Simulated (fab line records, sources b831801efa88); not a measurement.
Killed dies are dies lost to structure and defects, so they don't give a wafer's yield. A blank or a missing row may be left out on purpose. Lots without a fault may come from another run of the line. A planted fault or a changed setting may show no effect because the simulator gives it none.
A struck lot beside a sound one | flow gf180mcu | 14 steps out of a route of 602
Sound: wafers L911.1, L911.2, L911.4. Struck: wafers L914.3, L914.4, L914.6. The cause comes at the end.
At each step with rows: each side's tool, then ch and its chambers, then its first start. Under that, the readings that differ: sound wafers | struck wafers | difference of the means | sigmas: that difference in standard deviations of wafers without a fault.
alike: readings whose means differ by less than 2 such deviations, and words and numbers that are the same on both sides. not compared: withheld readings, readings that some wafer has no value for, bounds like >300 that may hide the same value, and numbers for which the record gives no deviation and whose values overlap.
The two part at a step that has a row with sigmas, a row that says differs or no value, or rows on one side only. Numbers that don't overlap but have no deviation are shown without sigmas and don't part them. A reading that every wafer of one side lacks parts them only if that side has two wafers or more.

first, 1 step without rows for these wafers: GF_STI_DEVELOP_11 (develop time 60 s).
GF_STI_CD_MEAS_12: target cd 220 nm.
  sound on cd_sem-02, day 4 16:21; struck on cd_sem-02, day 5 08:08
  alike: cd_nm
GF_STI_ETCH_13: etches the open film in CHF3/O2, stops on Si, target depth 282.31 nm, time 112.9 s.
  sound on rie_diel-04 ch 0,1,2, day 4 16:28; struck on rie_diel-02 ch 0,1, day 5 08:13
  reading               | sound             | struck            | difference | sigmas
  oes_product_au (a.u.) | 0.820 0.825 0.827 | 0.837 0.846 0.833 | +0.015     | +2
  alike: drypump_motor_current_A, throttle_valve_pct
  not compared: rf_hours_counter_h
GF_STI_ETCH_14: etches Si in HBr/Cl2/O2, target depth 360 nm, time 102.9 s.
  sound on rie_si-02 ch 0,1,2, day 4 16:33; struck on rie_si-01 ch 1,2,3, day 5 08:18
  alike: drypump_motor_current_A, oes_product_au, throttle_valve_pct
  not compared: rf_hours_counter_h
GF_STI_STRIP_15: strips in O2/N2.
  sound on plasma_asher-02 ch 0,1, day 4 16:37; struck on plasma_asher-01 ch 0,1, day 5 08:24
  alike: drypump_motor_current_A, heater_power_w, oes_product_au, strip_time_to_endpoint_s
  not compared: rf_hours_counter_h
then, 6 steps without rows for these wafers: GF_STI_CLEAN_16 (cleans in dHF, time 25 s); GF_STI_WET_ETCH_17 (etches Si3N4 in H3PO4, target depth 45 nm, time 514 s); GF_STI_CLEAN_18 (cleans in SC1/SC2, time 150 s); GF_STI_CLEAN_19 (cleans in dHF, time 20 s); GF_STI_WET_ETCH_20 (etches SiO2 in dHF, target depth 20 nm, time 400 s); GF_STI_OXIDATION_21 (stabilise 600 s, purge 300 s, target thk 15 nm).
GF_STI_THK_MEAS_22:
  sound on film_metro-01, day 4 18:14; struck on film_metro-01, day 5 09:58
  alike: STI_OXIDATION_01_THK
GF_STI_CVD_23: deposits SiO2, target thk 650 nm, time 108.3 s.
  sound on hdpcvd-01 ch 0,1, day 4 18:17; struck on hdpcvd-01 ch 1,2, day 5 10:01
  no value came back on the struck wafers for pressure_mtorr (mTorr), run_length_s (s); on the sound wafers pressure_mtorr (mTorr) reads 6.015 5.990 6.019
GF_PASSIVATION_PROBE_99:
  the record has rows for the sound wafers here (prober-02, day 32 15:14) and none for the struck ones

WHERE THEY PART
First at GF_STI_ETCH_13; last, within this record, at GF_PASSIVATION_PROBE_99.

WHY: what the simulator had put in
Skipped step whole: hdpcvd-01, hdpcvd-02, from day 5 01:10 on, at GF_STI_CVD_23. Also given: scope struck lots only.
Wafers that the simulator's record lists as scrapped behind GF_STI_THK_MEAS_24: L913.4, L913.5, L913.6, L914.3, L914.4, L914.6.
